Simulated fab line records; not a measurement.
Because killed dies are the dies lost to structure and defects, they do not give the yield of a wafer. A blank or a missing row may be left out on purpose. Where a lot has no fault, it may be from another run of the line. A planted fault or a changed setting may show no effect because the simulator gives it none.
fab line records + flow sky130
record:
- lots: 6
- wafers: 18
- last_day: 48
route steps=708 shown VT_ADJUST_HVTP@93 VT_ADJUST_LVTN@97 PAD_OPEN@708
lots that met no fault: from a run of the same line without faults
start_h: hours from the record's opening day to when the first of the lot's shown wafers began + wait_h: hours since the lot's step before + " repeats the value in the row above + L1.1+2: several wafers, shown together as one row + - either no value or no given start + * or withheld: withheld + < > ~ a bound
route shown NAME@n: a module of which the file shows steps, and the number in the route of the first + usual: mean/standard deviation of fault-free wafers + same: alike in all rows + chamber/n: place in a boat + sites: the reading at each site + _std_site: standard deviation of those values + _edge_site: inner sites' mean taken away from outer sites' mean + radius_mm: for every site, how far away it sits from the centre of the wafer + mask NAME#n: copy n + behind: the most recent tool/chamber to have shaped the wafer + hold: why the lot went on hold/how many hours it stayed there/how the hold came to an end + device: the n, p or np transistor that did not switch + end of line: at the end of the route, the tests of the same wafers + a step without rows: its recipe alone + killed: dies that structure and defects cost at the first sort, which is not the same as the wafer's yield + map: per-die view of a wafer (x killed, . not killed, _ where there is no die)
set.NAME: the run value of the setting; set.NAME@STEP: its run value at that earlier step + model.NAME: the simulator's own value behind a step, which no gauge read
lots at some steps of the route; a table a step, a row a wafer
services: from which hour (start_h, from the record's first day; less than 0 if before it) a tool's chamber was out of use, for how many hours, and why
== steps ==
step: SKY_VT_ADJUST_HVTP_OVL_MEAS_08
usual:
- VT_ADJUST_HVTP_OVL: 0.2/1.5
| lot.wafer | tool       | chamber | start_h | wait_h | VT_ADJUST_HVTP_OVL[nm] |
|-----------|------------|---------|---------|--------|------------------------|
| L413.3    | overlay-01 | -       | 125.20  | 0.1    | 1.2                    |
| L413.4    | "          | -       | "       | "      | 0.9                    |
| L413.6    | "          | -       | "       | "      | 1.2                    |
| L416.1    | overlay-01 | -       | 142.89  | 0.1    | 0.4                    |
| L416.4    | "          | -       | "       | "      | -0.9                   |
| L416.6    | "          | -       | "       | "      | 1.6                    |
| L417.2    | overlay-01 | -       | 149.79  | 0.1    | -1.4                   |
| L417.3    | "          | -       | "       | "      | 0.1                    |
| L417.5    | "          | -       | "       | "      | 0.5                    |
| L420.4    | overlay-01 | -       | 167.52  | 0.1    | -0.4                   |
| L420.5    | "          | -       | "       | "      | 0.9                    |
| L420.6    | "          | -       | "       | "      | 1.7                    |
| L425.3    | overlay-02 | -       | 198.61  | 0.1    | -1.0                   |
| L425.4    | "          | -       | "       | "      | -1.1                   |
| L425.6    | "          | -       | "       | "      | -1.7                   |
| L426.1    | overlay-02 | -       | 203.99  | 0.1    | -0.6                   |
| L426.4    | "          | -       | "       | "      | -0.5                   |
| L426.6    | "          | -       | "       | "      | 0.0                    |
step: SKY_VT_ADJUST_HVTP_IMPLANT_09
recipe:
- species: As
- energy_kev: 150
- dose_cm2: 4.3e+12
- tilt_deg: withheld
step: SKY_VT_ADJUST_HVTP_STRIP_10
recipe:
- chemistry: O2/N2
- power_w: 1400
- pressure_mtorr: 1500
- platen_temp_c: withheld
- o2_flow_sccm: 3000
- n2_flow_sccm: 300
- overash_fraction: 0.5
usual:
- drypump_motor_current_A: 5.5/0.37
- n2_flow_sccm: 299.9/0.87
- oes_product_au: 0.716/0.0047
- strip_time_to_endpoint_s: 14.18/0.049
| lot.wafer | tool            | chamber | start_h | wait_h | drypump_motor_current_A | n2_flow_sccm | oes_product_au | rf_hours_counter_h | strip_time_to_endpoint_s |
|-----------|-----------------|---------|---------|--------|-------------------------|--------------|----------------|--------------------|--------------------------|
| L413.3    | plasma_asher-03 | 1       | 125.41  | 0.1    | 5.4                     | 300.3        | 0.722          | -                  | 14.11                    |
| L413.4    | "               | 0       | "       | "      | 6.3                     | 301.0        | 0.709          | -                  | 14.11                    |
| L413.6    | "               | 0       | "       | "      | 6.2                     | 301.2        | 0.722          | -                  | 14.12                    |
| L416.1    | plasma_asher-04 | 1       | 143.08  | 0.1    | 5.8                     | 300.9        | 0.716          | 47                 | 14.16                    |
| L416.4    | "               | 1       | "       | "      | 5.8                     | 299.7        | 0.725          | -                  | 14.15                    |
| L416.6    | "               | 0       | "       | "      | 5.4                     | 299.1        | 0.715          | -                  | 14.20                    |
| L417.2    | plasma_asher-04 | 0       | 149.97  | 0.1    | 5.4                     | 299.8        | 0.709          | 48                 | 14.09                    |
| L417.3    | "               | 1       | "       | "      | 5.7                     | 300.0        | 0.716          | -                  | 14.05                    |
| L417.5    | "               | 1       | "       | "      | 5.7                     | 298.6        | 0.714          | -                  | 14.04                    |
| L420.4    | plasma_asher-01 | 0       | 167.72  | 0.1    | 5.1                     | 298.5        | 0.717          | -                  | 14.17                    |
| L420.5    | "               | 0       | "       | "      | 5.1                     | 299.2        | 0.713          | -                  | 14.23                    |
| L420.6    | "               | 1       | "       | "      | 5.6                     | 301.0        | 0.720          | -                  | 14.17                    |
| L425.3    | plasma_asher-01 | 0       | 198.82  | 0.1    | 5.0                     | 299.1        | 0.715          | -                  | 14.21                    |
| L425.4    | "               | 1       | "       | "      | 5.6                     | 301.1        | 0.708          | -                  | 14.22                    |
| L425.6    | "               | 1       | "       | "      | 5.6                     | 299.5        | 0.721          | -                  | 14.20                    |
| L426.1    | plasma_asher-04 | 1       | 204.18  | 0.1    | 5.7                     | 300.3        | 0.723          | 54                 | 14.18                    |
| L426.4    | "               | 0       | "       | "      | 5.4                     | 299.5        | 0.705          | -                  | 14.26                    |
| L426.6    | "               | 1       | "       | "      | 5.8                     | 299.1        | 0.717          | -                  | 14.21                    |
step: SKY_VT_ADJUST_HVTP_TW_MEAS_11
usual:
- VT_ADJUST_HVTP_TW: 1356/7
| lot.wafer | tool          | chamber | start_h | wait_h | VT_ADJUST_HVTP_TW |
|-----------|---------------|---------|---------|--------|-------------------|
| L413.3    | film_metro-01 | -       | 125.49  | 0.1    | 1357              |
| L413.4    | "             | -       | "       | "      | 1363              |
| L413.6    | "             | -       | "       | "      | 1364              |
| L416.1    | film_metro-03 | -       | 143.18  | 0.1    | 1353              |
| L416.4    | "             | -       | "       | "      | 1352              |
| L416.6    | "             | -       | "       | "      | 1358              |
| L417.2    | film_metro-03 | -       | 150.08  | 0.1    | 1356              |
| L417.3    | "             | -       | "       | "      | 1346              |
| L417.5    | "             | -       | "       | "      | 1361              |
| L420.4    | film_metro-04 | -       | 167.81  | 0.1    | 1349              |
| L420.5    | "             | -       | "       | "      | 1357              |
| L420.6    | "             | -       | "       | "      | 1354              |
| L425.3    | film_metro-03 | -       | 198.90  | 0.1    | 1352              |
| L425.4    | "             | -       | "       | "      | 1353              |
| L425.6    | "             | -       | "       | "      | 1356              |
| L426.1    | film_metro-04 | -       | 204.28  | 0.1    | 1365              |
| L426.4    | "             | -       | "       | "      | 1362              |
| L426.6    | "             | -       | "       | "      | 1364              |
step: SKY_VT_ADJUST_LVTN_DEHYDRATE_00
recipe:
- temp_c: 200
- time_s: 60
step: SKY_VT_ADJUST_LVTN_HMDS_01
recipe:
- prime_time_s: 60
- prime_temp_c: 120
step: SKY_VT_ADJUST_LVTN_COAT_02
recipe:
- spin_rpm: 2000
- resist_thk_nm: 3018
step: SKY_VT_ADJUST_LVTN_SOFTBAKE_03
recipe:
- temp_c: 110
- time_s: withheld
step: SKY_VT_ADJUST_LVTN_EXPOSE_04
recipe:
- mask_id: NWM_COMPLEMENT_LESS_NATIVE
- na: 0.6
- source_shape: conventional
- sigma_outer: 0.6
- polarization: unpolarized
- target_cd_nm: 840
- dose_mj: 194
step: SKY_VT_ADJUST_LVTN_PEB_05
recipe:
- temp_c: 115
- time_s: withheld
step: SKY_VT_ADJUST_LVTN_DEVELOP_06
recipe:
- wall_angle_deg: 90
- developer: TMAH
- develop_time_s: 60
- dev_temp_c: 23
step: SKY_VT_ADJUST_LVTN_OVL_MEAS_07
usual:
- VT_ADJUST_LVTN_OVL: -0.6/1.3
| lot.wafer | tool       | chamber | start_h | wait_h | VT_ADJUST_LVTN_OVL[nm] |
|-----------|------------|---------|---------|--------|------------------------|
| L413.3    | overlay-01 | -       | 144.28  | -      | -2.6                   |
| L413.4    | "          | -       | "       | "      | -1.4                   |
| L413.6    | "          | -       | "       | "      | -1.5                   |
| L416.1    | overlay-01 | -       | 163.77  | -      | -1.6                   |
| L416.4    | "          | -       | "       | "      | -1.1                   |
| L416.6    | "          | -       | "       | "      | -0.8                   |
| L417.2    | overlay-01 | -       | 169.03  | -      | -0.5                   |
| L417.3    | "          | -       | "       | "      | -0.7                   |
| L417.5    | "          | -       | "       | "      | -0.3                   |
| L420.4    | overlay-01 | -       | 188.44  | -      | 0.9                    |
| L420.5    | "          | -       | "       | "      | 1.9                    |
| L420.6    | "          | -       | "       | "      | 1.8                    |
| L425.3    | overlay-02 | -       | 221.18  | -      | -1.4                   |
| L425.4    | "          | -       | "       | "      | -2.1                   |
| L425.6    | "          | -       | "       | "      | -0.7                   |
| L426.1    | overlay-02 | -       | 227.22  | -      | 0.0                    |
| L426.4    | "          | -       | "       | "      | -0.2                   |
| L426.6    | "          | -       | "       | "      | 0.7                    |
step: SKY_VT_ADJUST_LVTN_IMPLANT_08
recipe:
- species: B
- energy_kev: 30
- dose_cm2: 1.57e+12
- tilt_deg: withheld
usual:
- implant_ion_amu: 11/0
| lot.wafer | tool         | chamber | start_h | wait_h | implant_ion_amu | model.implant.rp_nm | model.implant.drp_nm |
|-----------|--------------|---------|---------|--------|-----------------|---------------------|----------------------|
| L413.3    | implanter-03 | 0       | 144.35  | 0.1    | 11              | 95.48               | 42.97                |
| L413.4    | "            | 0       | "       | "      | 11              | 95.48               | 42.97                |
| L413.6    | "            | 0       | "       | "      | 11              | 95.48               | 42.97                |
| L416.1    | implanter-03 | 0       | 163.80  | 0.0    | 11              | 96.48               | 42.97                |
| L416.4    | "            | 0       | "       | "      | 11              | 96.48               | 42.97                |
| L416.6    | "            | 0       | "       | "      | 11              | 96.48               | 42.97                |
| L417.2    | implanter-04 | 0       | 169.08  | 0.0    | 11              | 100.9               | 42.97                |
| L417.3    | "            | 0       | "       | "      | 11              | 100.9               | 42.97                |
| L417.5    | "            | 0       | "       | "      | 11              | 100.9               | 42.97                |
| L420.4    | implanter-01 | 0       | 188.53  | 0.1    | 11              | 95.91               | 42.97                |
| L420.5    | "            | 0       | "       | "      | 11              | 95.91               | 42.97                |
| L420.6    | "            | 0       | "       | "      | 11              | 95.91               | 42.97                |
| L425.3    | implanter-04 | 0       | 221.26  | 0.1    | 49              | 23.65               | 12.97                |
| L425.4    | "            | 0       | "       | "      | 49              | 23.65               | 12.97                |
| L425.6    | "            | 0       | "       | "      | 49              | 23.65               | 12.97                |
| L426.1    | implanter-01 | 0       | 227.26  | 0.0    | 49              | 23.04               | 12.97                |
| L426.4    | "            | 0       | "       | "      | 49              | 23.04               | 12.97                |
| L426.6    | "            | 0       | "       | "      | 49              | 23.04               | 12.97                |
step: SKY_VT_ADJUST_LVTN_STRIP_09
recipe:
- chemistry: O2/N2
- power_w: 1400
- pressure_mtorr: 1500
- platen_temp_c: withheld
- o2_flow_sccm: 3000
- n2_flow_sccm: 300
- overash_fraction: 0.5
usual:
- drypump_motor_current_A: 5.7/0.36
- n2_flow_sccm: 300.0/0.89
- oes_product_au: 0.723/0.0044
- strip_time_to_endpoint_s: 37.15/0.086
| lot.wafer | tool            | chamber | start_h | wait_h | drypump_motor_current_A | n2_flow_sccm | oes_product_au | rf_hours_counter_h | strip_time_to_endpoint_s |
|-----------|-----------------|---------|---------|--------|-------------------------|--------------|----------------|--------------------|--------------------------|
| L413.3    | plasma_asher-04 | 1       | 144.49  | 0.1    | 5.8                     | 300.8        | 0.725          | -                  | 37.06                    |
| L413.4    | "               | 0       | "       | "      | 5.4                     | 300.0        | 0.721          | -                  | 37.05                    |
| L413.6    | "               | 0       | "       | "      | 5.4                     | 298.6        | 0.720          | -                  | 36.95                    |
| L416.1    | plasma_asher-02 | 1       | 163.95  | 0.1    | 5.8                     | 299.8        | 0.728          | 35                 | 37.02                    |
| L416.4    | "               | 1       | "       | "      | 5.7                     | 299.2        | 0.717          | -                  | 36.98                    |
| L416.6    | "               | 1       | "       | "      | 5.7                     | 299.1        | 0.732          | -                  | 37.05                    |
| L417.2    | plasma_asher-02 | 1       | 169.21  | 0.1    | 5.8                     | 300.0        | 0.730          | 35                 | 37.25                    |
| L417.3    | "               | 1       | "       | "      | 5.7                     | 298.8        | 0.722          | -                  | 37.22                    |
| L417.5    | "               | 1       | "       | "      | 5.8                     | 299.4        | 0.721          | -                  | 37.16                    |
| L420.4    | plasma_asher-01 | 0       | 188.64  | 0.1    | 5.0                     | 300.3        | 0.723          | -                  | 37.19                    |
| L420.5    | "               | 0       | "       | "      | 5.0                     | 300.7        | 0.717          | -                  | 37.14                    |
| L420.6    | "               | 1       | "       | "      | 5.6                     | 299.9        | 0.726          | -                  | 37.35                    |
| L425.3    | plasma_asher-02 | 0       | 221.39  | 0.1    | 6.4                     | 299.4        | 0.728          | -                  | 37.20                    |
| L425.4    | "               | 1       | "       | "      | 5.8                     | 300.7        | 0.713          | -                  | 37.16                    |
| L425.6    | "               | 0       | "       | "      | 6.4                     | 301.3        | 0.730          | -                  | 37.23                    |
| L426.1    | plasma_asher-02 | 0       | 227.41  | 0.1    | 6.4                     | 298.5        | 0.720          | 39                 | 37.24                    |
| L426.4    | "               | 1       | "       | "      | 5.8                     | 300.7        | 0.726          | -                  | 37.23                    |
| L426.6    | "               | 1       | "       | "      | 5.8                     | 300.4        | 0.728          | -                  | 37.18                    |
step: SKY_VT_ADJUST_LVTN_TW_MEAS_10
usual:
- VT_ADJUST_LVTN_TW: 241.2/1.3
| lot.wafer | tool          | chamber | start_h | wait_h | VT_ADJUST_LVTN_TW |
|-----------|---------------|---------|---------|--------|-------------------|
| L413.3    | film_metro-02 | -       | 144.57  | 0.1    | 242.5             |
| L413.4    | "             | -       | "       | "      | 242.7             |
| L413.6    | "             | -       | "       | "      | 242.6             |
| L416.1    | film_metro-03 | -       | 164.05  | 0.1    | 241.6             |
| L416.4    | "             | -       | "       | "      | 241.8             |
| L416.6    | "             | -       | "       | "      | 242.3             |
| L417.2    | film_metro-03 | -       | 169.32  | 0.1    | 243.8             |
| L417.3    | "             | -       | "       | "      | 244.4             |
| L417.5    | "             | -       | "       | "      | 243.0             |
| L420.4    | film_metro-03 | -       | 188.74  | 0.1    | 243.0             |
| L420.5    | "             | -       | "       | "      | 242.3             |
| L420.6    | "             | -       | "       | "      | 242.8             |
| L425.3    | film_metro-02 | -       | 221.48  | 0.1    | 377.4             |
| L425.4    | "             | -       | "       | "      | 376.2             |
| L425.6    | "             | -       | "       | "      | 375.3             |
| L426.1    | film_metro-04 | -       | 227.51  | 0.1    | 371.5             |
| L426.4    | "             | -       | "       | "      | 373.7             |
| L426.6    | "             | -       | "       | "      | 372.8             |
step: SKY_VT_ADJUST_LVTN_DEHYDRATE_11
recipe:
- temp_c: 200
- time_s: 60
step: SKY_PAD_OPEN_PROBE_99
usual:
- killed_at_M0_to_M3: 44/7
- killed_at_M4_up: 3.0/1.8
- killed_at_contacts: 24/4.9
- killed_at_front_end: 15/5
- killed_at_other: 0.2/0.53
- killed_dies: 87/8.7
- killed_open: 48/6.8
- killed_short: 39/5.7
same:
- gross_dies: 492
- killed_at_back_side: 0
| lot.wafer | tool      | chamber | start_h | wait_h | killed_at_M0_to_M3 | killed_at_M4_up | killed_at_contacts | killed_at_front_end | killed_at_other | killed_dies | killed_open | killed_short | model.etest.nfet_01v8_lvt.vt_long_v | model.etest.nfet_01v8.vt_long_v | model.etest.nfet_01v8.vt_sat_v | model.etest.nfet_01v8.vt_v | model.etest.nfet_01v8_swapped.vt_v | model.etest.nfet_01v8_swapped.vt_sat_v | model.etest.nfet_01v8_lvt.vt_v | model.etest.nfet_01v8_turned.vt_sat_v |
|-----------|-----------|---------|---------|--------|--------------------|-----------------|--------------------|---------------------|-----------------|-------------|-------------|--------------|-------------------------------------|---------------------------------|--------------------------------|----------------------------|------------------------------------|----------------------------------------|--------------------------------|---------------------------------------|
| L413.3    | prober-01 | -       | 1073.30 | 0.2    | 34                 | 4               | 31                 | 17                  | 0               | 86          | 50          | 36           | 0.4275                              | 0.5239                          | 0.6356                         | 0.6865                     | 0.687                              | 0.6431                                 | 0.5993                         | 0.6367                                |
| L413.4    | prober-01 | -       | 1073.35 | 0.2    | 44                 | 2               | 16                 | 14                  | 0               | 76          | 38          | 38           | 0.4272                              | 0.5256                          | 0.6362                         | 0.6873                     | 0.688                              | 0.6458                                 | 0.6003                         | 0.6431                                |
| L413.6    | prober-01 | -       | 1073.45 | 0.2    | 47                 | 7               | 18                 | 16                  | 0               | 88          | 51          | 37           | 0.4232                              | 0.5218                          | 0.6377                         | 0.6852                     | 0.6855                             | 0.64                                   | 0.5953                         | 0.6348                                |
| L416.1    | prober-02 | -       | 1096.25 | 0.1    | 53                 | 3               | 30                 | 12                  | 2               | 100         | 56          | 44           | 0.4476                              | 0.5483                          | 0.6479                         | 0.7041                     | 0.7044                             | 0.6513                                 | 0.6181                         | 0.656                                 |
| L416.4    | prober-02 | -       | 1096.40 | 0.2    | 52                 | 2               | 27                 | 14                  | 0               | 95          | 52          | 43           | 0.4443                              | 0.5457                          | 0.6544                         | 0.7042                     | 0.7042                             | 0.6554                                 | 0.6218                         | 0.6608                                |
| L416.6    | prober-02 | -       | 1096.50 | 0.2    | 45                 | 1               | 24                 | 17                  | 1               | 88          | 50          | 38           | 0.4514                              | 0.5508                          | 0.6522                         | 0.7055                     | 0.7056                             | 0.6537                                 | 0.613                          | 0.6538                                |
| L417.2    | prober-01 | -       | 1101.41 | 0.1    | 47                 | 4               | 25                 | 9                   | 0               | 85          | 47          | 38           | 0.4312                              | 0.534                           | 0.6419                         | 0.6921                     | 0.6922                             | 0.6435                                 | 0.6025                         | 0.6397                                |
| L417.3    | prober-01 | -       | 1101.46 | 0.2    | 53                 | 4               | 14                 | 12                  | 0               | 83          | 50          | 33           | 0.4356                              | 0.5388                          | 0.6421                         | 0.6949                     | 0.6954                             | 0.6499                                 | 0.6103                         | 0.643                                 |
| L417.5    | prober-01 | -       | 1101.56 | 0.2    | 44                 | 1               | 24                 | 17                  | 1               | 87          | 49          | 38           | 0.4384                              | 0.5404                          | 0.6459                         | 0.7005                     | 0.7005                             | 0.6507                                 | 0.6015                         | 0.6437                                |
| L420.4    | prober-02 | -       | 1120.75 | 0.2    | 38                 | 4               | 27                 | 12                  | 0               | 81          | 34          | 47           | 0.4345                              | 0.5353                          | 0.6424                         | 0.6962                     | 0.6972                             | 0.6504                                 | 0.6075                         | 0.649                                 |
| L420.5    | prober-02 | -       | 1120.80 | 0.2    | 34                 | 3               | 25                 | 19                  | 0               | 81          | 44          | 37           | 0.4318                              | 0.5301                          | 0.6256                         | 0.6814                     | 0.6819                             | 0.633                                  | 0.5937                         | 0.6328                                |
| L420.6    | prober-02 | -       | 1120.85 | 0.2    | 40                 | 1               | 18                 | 16                  | 0               | 75          | 43          | 32           | 0.4389                              | 0.5376                          | 0.6396                         | 0.6941                     | 0.6942                             | 0.6411                                 | 0.6                            | 0.6386                                |
| L425.3    | prober-02 | -       | 1145.07 | 0.2    | 36                 | 3               | 19                 | 8                   | 2               | 68          | 40          | 28           | 0.4464                              | 0.5412                          | 0.6542                         | 0.7037                     | 0.704                              | 0.6555                                 | 0.6193                         | 0.6573                                |
| L425.4    | prober-02 | -       | 1145.12 | 0.2    | 35                 | 3               | 29                 | 9                   | 1               | 77          | 33          | 44           | 0.438                               | 0.536                           | 0.6431                         | 0.6941                     | 0.6949                             | 0.6506                                 | 0.6112                         | 0.6455                                |
| L425.6    | prober-02 | -       | 1145.22 | 0.2    | 48                 | 5               | 26                 | 14                  | 0               | 93          | 57          | 36           | 0.4405                              | 0.5366                          | 0.6453                         | 0.6933                     | 0.6935                             | 0.6483                                 | 0.6135                         | 0.6444                                |
| L426.1    | prober-02 | -       | 1150.57 | 0.1    | 49                 | 2               | 23                 | 10                  | 0               | 84          | 45          | 39           | 0.4618                              | 0.5591                          | 0.6666                         | 0.7176                     | 0.7176                             | 0.6661                                 | 0.6287                         | 0.6689                                |
| L426.4    | prober-02 | -       | 1150.72 | 0.2    | 56                 | 5               | 26                 | 18                  | 0               | 105         | 54          | 50           | 0.464                               | 0.5633                          | 0.6721                         | 0.7223                     | 0.7221                             | 0.6715                                 | 0.6283                         | 0.675                                 |
| L426.6    | prober-02 | -       | 1150.82 | 0.2    | 41                 | 2               | 10                 | 10                  | 0               | 63          | 33          | 30           | 0.4665                              | 0.5626                          | 0.6756                         | 0.728                      | 0.7282                             | 0.6802                                 | 0.6376                         | 0.6777                                |
killed by level:class
L413.3 LI_CONTACT:geometric_particle:open=12 CONTACT:geometric_particle:open=11 VIA1:geometric_particle:open=9 FIELD_ISO:geometric_particle:short=5 LI_CONTACT:geometric_particle:short=4 METAL2:geometric_particle:short=4 METAL1:geometric_particle:short=4 VIA3:geometric_particle:open=4
L413.4 VIA1:geometric_particle:open=12 VIA3:geometric_particle:open=8 VIA1:geometric_particle:short=7 FIELD_ISO:geometric_particle:short=6 CONTACT:geometric_particle:open=6 LI_CONTACT:geometric_particle:open=4 METAL2:geometric_particle:short=4 SPACER:geometric_particle:short=3
L413.6 VIA1:geometric_particle:open=12 METAL2:geometric_particle:short=9 VIA2:geometric_particle:open=8 CONTACT:geometric_particle:open=6 FIELD_ISO:geometric_particle:open=5 VIA3:geometric_particle:open=5 FIELD_ISO:geometric_particle:short=4 LI_CONTACT:geometric_particle:open=4
L416.1 VIA1:geometric_particle:open=13 VIA3:geometric_particle:open=11 CONTACT:geometric_particle:open=9 LI_CONTACT:geometric_particle:open=8 METAL1:geometric_particle:short=8 CONTACT:geometric_particle:short=7 POLY_GATE:geometric_particle:short=5 VIA1:geometric_particle:short=5
L416.4 CONTACT:geometric_particle:open=15 VIA1:geometric_particle:open=14 METAL2:geometric_particle:short=8 METAL1:geometric_particle:short=6 VIA2:geometric_particle:open=6 CONTACT:geometric_particle:short=5 VIA1:geometric_particle:short=5 FIELD_ISO:geometric_particle:short=4
L416.6 CONTACT:geometric_particle:open=11 METAL1:geometric_particle:short=11 VIA1:geometric_particle:open=10 FIELD_ISO:geometric_particle:open=7 CONTACT:geometric_particle:short=6 METAL2:geometric_particle:short=6 POLY_GATE:geometric_particle:open=5 VIA3:geometric_particle:open=5
L417.2 VIA2:geometric_particle:open=10 CONTACT:geometric_particle:open=10 VIA3:geometric_particle:open=8 LI_CONTACT:geometric_particle:open=7 VIA1:geometric_particle:open=7 METAL2:geometric_particle:short=7 METAL1:geometric_particle:short=6 VIA1:geometric_particle:short=5
L417.3 VIA1:geometric_particle:open=16 VIA2:geometric_particle:open=9 POLY_GATE:geometric_particle:short=7 LI_CONTACT:geometric_particle:open=6 VIA3:geometric_particle:open=5 METAL1:geometric_particle:short=4 METAL1:geometric_particle:open=4 VIA2:geometric_particle:short=4
L417.5 CONTACT:geometric_particle:open=11 VIA3:geometric_particle:open=8 VIA1:geometric_particle:open=8 LI_CONTACT:geometric_particle:open=7 VIA2:geometric_particle:open=6 FIELD_ISO:geometric_particle:short=5 POLY_GATE:geometric_particle:short=4 VIA1:geometric_particle:short=4
L420.4 LOCAL_INTERCONNECT:geometric_particle:short=10 METAL1:geometric_particle:short=9 LI_CONTACT:geometric_particle:open=7 CONTACT:geometric_particle:open=6 VIA1:geometric_particle:open=6 VIA1:geometric_particle:short=5 METAL2:geometric_particle:short=5 METAL4:geometric_particle:short=4
L420.5 FIELD_ISO:geometric_particle:open=9 LI_CONTACT:geometric_particle:open=8 METAL2:geometric_particle:short=8 VIA2:geometric_particle:open=7 LOCAL_INTERCONNECT:geometric_particle:short=6 METAL1:geometric_particle:short=6 FIELD_ISO:geometric_particle:short=4 LI_CONTACT:geometric_particle:short=4
L420.6 VIA3:geometric_particle:open=10 VIA1:geometric_particle:open=8 CONTACT:geometric_particle:open=7 LI_CONTACT:geometric_particle:open=6 FIELD_ISO:geometric_particle:short=4 METAL2:geometric_particle:short=4 VIA2:geometric_particle:open=4 METAL3:geometric_particle:short=4
L425.3 CONTACT:geometric_particle:open=8 VIA2:geometric_particle:open=7 LI_CONTACT:geometric_particle:open=6 METAL1:geometric_particle:short=5 METAL2:geometric_particle:open=5 VIA1:geometric_particle:open=4 FIELD_ISO:geometric_particle:open=4 METAL2:geometric_particle:short=4
L425.4 CONTACT:geometric_particle:open=9 CONTACT:geometric_particle:short=8 VIA1:geometric_particle:open=6 METAL1:geometric_particle:short=5 LI_CONTACT:geometric_particle:open=5 METAL2:geometric_particle:short=5 VIA3:geometric_particle:short=5 LOCAL_INTERCONNECT:geometric_particle:short=4
L425.6 VIA1:geometric_particle:open=15 CONTACT:geometric_particle:open=12 VIA1:geometric_particle:short=9 VIA2:geometric_particle:open=8 LI_CONTACT:geometric_particle:open=7 FIELD_ISO:geometric_particle:open=5 METAL1:geometric_particle:short=5 CONTACT:geometric_particle:short=4
L426.1 CONTACT:geometric_particle:open=8 VIA1:geometric_particle:open=7 METAL1:geometric_particle:short=7 VIA1:geometric_particle:short=7 VIA3:geometric_particle:open=7 METAL2:geometric_particle:short=6 LI_CONTACT:geometric_particle:open=6 CONTACT:geometric_particle:short=5
L426.4 VIA1:geometric_particle:open=11 CONTACT:geometric_particle:open=9 VIA1:geometric_particle:short=8 VIA3:geometric_particle:open=7 METAL1:geometric_particle:short=7 VIA2:geometric_particle:open=7 FIELD_ISO:geometric_particle:open=6 METAL2:geometric_particle:short=6
L426.6 VIA1:geometric_particle:open=10 METAL2:geometric_particle:short=8 VIA3:geometric_particle:open=7 CONTACT:geometric_particle:open=4 VIA2:geometric_particle:open=4 VIA2:geometric_particle:short=4 FIELD_ISO:geometric_particle:short=3 FIELD_ISO:geometric_particle:open=3
== services ==
| tool            | chamber | start_h | hours | kind       |
|-----------------|---------|---------|-------|------------|
| plasma_asher-01 | -       | 108.75  | 9.0   | pm         |
| plasma_asher-01 | 0       | 108.75  | 9.0   | vent_cycle |
| plasma_asher-01 | 1       | 108.75  | 9.0   | vent_cycle |
| plasma_asher-01 | 0       | 117.75  | -     | clean      |
| plasma_asher-01 | 1       | 117.75  | -     | clean      |
| plasma_asher-01 | -       | 121.61  | 2.8   | pm         |
| plasma_asher-01 | -       | 124.45  | 1.0   | repair     |
| implanter-04    | -       | 143.47  | 16.1  | pm         |
| plasma_asher-02 | -       | 172.60  | 19.1  | repair     |
| implanter-04    | -       | 177.29  | 6.5   | pm         |
| plasma_asher-02 | -       | 186.30  | 5.3   | repair     |
| implanter-03    | -       | 204.08  | 2.4   | repair     |
== key ==
first_sign:
- step: SKY_VT_ADJUST_LVTN_IMPLANT_08
- reading: implant_ion_amu
- direction: up
- sigmas: 99+
- usual: 11
- struck: 49
effect:
- step: SKY_VT_ADJUST_LVTN_TW_MEAS_10
- reading: VT_ADJUST_LVTN_TW
- direction: up
- sigmas: 99+
- usual: 241.2
- struck: 374.5
model_effect:
- step: SKY_VT_ADJUST_LVTN_IMPLANT_08
- value: implant.rp_nm
- without: 95.63
- struck: 23.34
model_effect:
- step: SKY_PAD_OPEN_PROBE_99
- value: etest.nfet_01v8_lvt.vt_long_v
- without: 0.4341
- struck: 0.4529
met_at SKY_VT_ADJUST_LVTN_IMPLANT_08
struck_wafers L425.3,L425.4,L425.6,L426.1,L426.4,L426.6
tester_left_out L425,L426
onset_between 188.53 221.26
fault:
- kind: wrong_recipe_download
- tool: implanter-01,implanter-03,implanter-04
- chamber: -
- onset_h: 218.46
- steps: SKY_VT_ADJUST_LVTN_IMPLANT_08
- wrong_recipe.not_listed: 1
tester_left_out: of these lots the tester's yield and bins aren't shown, on N5 and GAA mostly nor the transistor test; their killed dies are dies lost to structure and defects alone, not to doping, threshold or leakage, so they don't give the yield
